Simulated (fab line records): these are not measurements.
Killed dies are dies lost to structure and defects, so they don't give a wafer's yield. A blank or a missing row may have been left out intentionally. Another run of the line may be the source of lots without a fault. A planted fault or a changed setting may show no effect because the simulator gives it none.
Which of the tools did it?	flow sky130	Sampling: 13 lots, 39 wafers, 4 of 708 route steps

## WHAT THE GAUGES READ, wafer by wafer
SKY_LI_CONTACT_BOW_MEAS_03.
lot	measured	on	LI_CONTACT_BOW (um)
L906	day 28 09:43	film_metro-01	62 61 64
L907	day 28 17:22	film_metro-04	63 57 54
L909	day 29 12:50	film_metro-02	59 67 59
L910	day 29 16:32	film_metro-04	56 51 50
L911	day 30 02:19	film_metro-02	50 50 44
L912	day 30 14:56	film_metro-01	58 49 57
L913	day 30 23:13	film_metro-04	53 50 48
L914	day 31 11:37	film_metro-04	64 49 58
L921	day 33 12:17	film_metro-02	54 51 41
L922	day 33 19:27	film_metro-01	55 62 39
L923	day 34 04:05	film_metro-02	65 49 52
L924	day 34 06:32	film_metro-01	61 46 57
L926	day 34 20:34	film_metro-02	57 61 56

SKY_CONTACT_OVL_MEAS_15.
lot	measured	on	CONTACT_OVL (nm)
L906	day 32 01:09	overlay-02	-7 3 -6
L907	day 32 08:23	overlay-01	7 -4 2
L909	day 33 01:04	overlay-01	-3 -8 -6
L910	day 33 06:52	overlay-02	8 3 9
L911	day 33 15:11	overlay-01	-5 6 -2
L912	day 34 02:47	overlay-01	4 2 4
L913	day 34 11:23	overlay-01	-2 4 7
L914	day 34 22:59	overlay-02	5 3 5
L921	day 36 22:44	overlay-01	-1 -4 1
L922	day 37 06:37	overlay-02	7 4 -4
L923	day 37 13:32	overlay-02	8 1 -7
L924	day 37 16:40	overlay-02	6 4 7
L926	day 38 04:08	overlay-01	-10 -4 -7

## WHAT TOOL EACH LOT RAN ON (gives the tool, then ch and the chambers of the sampled wafers, and finally the start)
lot	SKY_VT_ADJUST_LVTN_DEVELOP_17	SKY_LOCAL_INTERCONNECT_ETCH_13
L906	litho_track-04 ch 0, day 8 01:48	rie_metal-04 ch 0,1, day 30 19:55
L907	litho_track-03 ch 0, day 8 06:25	rie_metal-03 ch 0,1, day 31 03:35
L909	litho_track-02 ch 0, day 8 20:19	rie_metal-04 ch 0,1, day 31 20:55
L910	litho_track-02 ch 0, day 9 01:31	rie_metal-01 ch 0,1, day 32 02:14
L911	litho_track-03 ch 0, day 9 07:30	rie_metal-04 ch 0,1, day 32 11:20
L912	litho_track-03 ch 0, day 9 15:40	rie_metal-01 ch 1, day 32 23:16
L913	litho_track-03 ch 0, day 9 22:06	rie_metal-03 ch 0,1, day 33 07:14
L914	litho_track-02 ch 0, day 10 10:25	rie_metal-03 ch 0, day 33 18:34
L921	litho_track-02 ch 0, day 12 06:37	rie_metal-01 ch 0,1, day 35 19:26
L922	litho_track-03 ch 0, day 12 13:24	rie_metal-04 ch 0,1, day 36 02:28
L923	litho_track-03 ch 0, day 12 22:03	rie_metal-04 ch 0,1, day 36 10:19
L924	litho_track-02 ch 0, day 13 00:25	rie_metal-04 ch 0,1, day 36 13:19
L926	litho_track-04 ch 0, day 13 19:21	rie_metal-01 ch 0, day 37 01:58
- SKY_VT_ADJUST_LVTN_DEVELOP_17: develop time 62.06 s.
- SKY_LOCAL_INTERCONNECT_ETCH_13: etches BARC in N2/H2, stops on SiO2, time 45.9 s, target depth 60 nm.

## WHAT THE TOOLS THEMSELVES READ (means of the sampled wafers that have a number; where no wafer has one, the mark that the record gives instead)
SKY_VT_ADJUST_LVTN_DEVELOP_17.
lot	tool	developer_temp_C (C)	resist_line_temp_C (C)
L906	litho_track-04	22.87	23.02
L907	litho_track-03	23.00	23.08
L909	litho_track-02	22.89	22.79
L910	litho_track-02	22.96	23.07
L911	litho_track-03	23.01	23.04
L912	litho_track-03	22.94	23.11
L913	litho_track-03	22.83	22.90
L914	litho_track-02	22.94	22.91
L921	litho_track-02	22.91	22.90
L922	litho_track-03	25.45	23.11
L923	litho_track-03	25.23	22.90
L924	litho_track-02	22.96	23.08
L926	litho_track-04	22.93	23.16

SKY_LOCAL_INTERCONNECT_ETCH_13.
lot	tool	drypump_motor_current_A (A)	oes_product_au (a.u.)	throttle_valve_pct (%)
L906	rie_metal-04	5.3	0.854	13.228
L907	rie_metal-03	5.7	0.850	13.226
L909	rie_metal-04	5.3	0.855	13.222
L910	rie_metal-01	5.5	0.855	13.233
L911	rie_metal-04	5.2	0.852	13.219
L912	rie_metal-01	6.2	0.856	13.225
L913	rie_metal-03	5.9	0.858	13.227
L914	rie_metal-03	6.1	0.853	13.224
L921	rie_metal-01	5.9	0.860	13.224
L922	rie_metal-04	5.2	0.854	13.227
L923	rie_metal-04	5.3	0.855	13.228
L924	rie_metal-04	5.3	0.860	13.228
L926	rie_metal-01	5.2	0.851	13.221

## THE ANSWER, worked out from the rows above alone
Rule: what is usual is taken from the lots themselves. Put in order of their means at a reading, lots are off if they are a third of the lots or fewer, leave a main group of 4 or more, and stand apart from it by a gap of 3 or more times the standard deviation of the main group's means; of several such gaps the widest counts. The tables above print the reading to a certain number of digits; a main group whose means all agree to those digits is not used. A lot without any number at a reading at which 4 lots or more have one is off too. Where the step has rows for the other lots, those lots are counted as sound. First the gauges in route order, then the tools' own readings, where a lot's mean is used as printed above. At the first step where some lot is off, the reading lying furthest off is the one used; lots without a number count as furthest.
Off: L922, L923 (SKY_VT_ADJUST_LVTN_DEVELOP_17, developer_temp_C). Main group: mean 22.93 C, sd 0.051.
If a tool, at that step or one of the process steps before it, ran each lot that is off and ran no sound lot following the first of them, it fits. One candidate fits, namely litho_track-03 at SKY_VT_ADJUST_LVTN_DEVELOP_17. A fault onset in the window from L913 (day 9 22:06, its last sound lot) to L922 (day 12 13:24, its first lot off) fits.
On the lots that are off, the tool's own readings at SKY_VT_ADJUST_LVTN_DEVELOP_17 differ by more than 5 times the standard deviation of the sound lots' means, which bears it out; developer_temp_C reads 25.34 C there versus 22.93 C on the sound lots.

## WHAT THE SIMULATOR HAD PUT IN
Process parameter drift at SKY_VT_ADJUST_LVTN_DEVELOP_17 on litho_track-03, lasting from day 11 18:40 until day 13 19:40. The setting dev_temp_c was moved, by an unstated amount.
Lots struck among those shown: L922, L923. The rule given above showed the same thing.
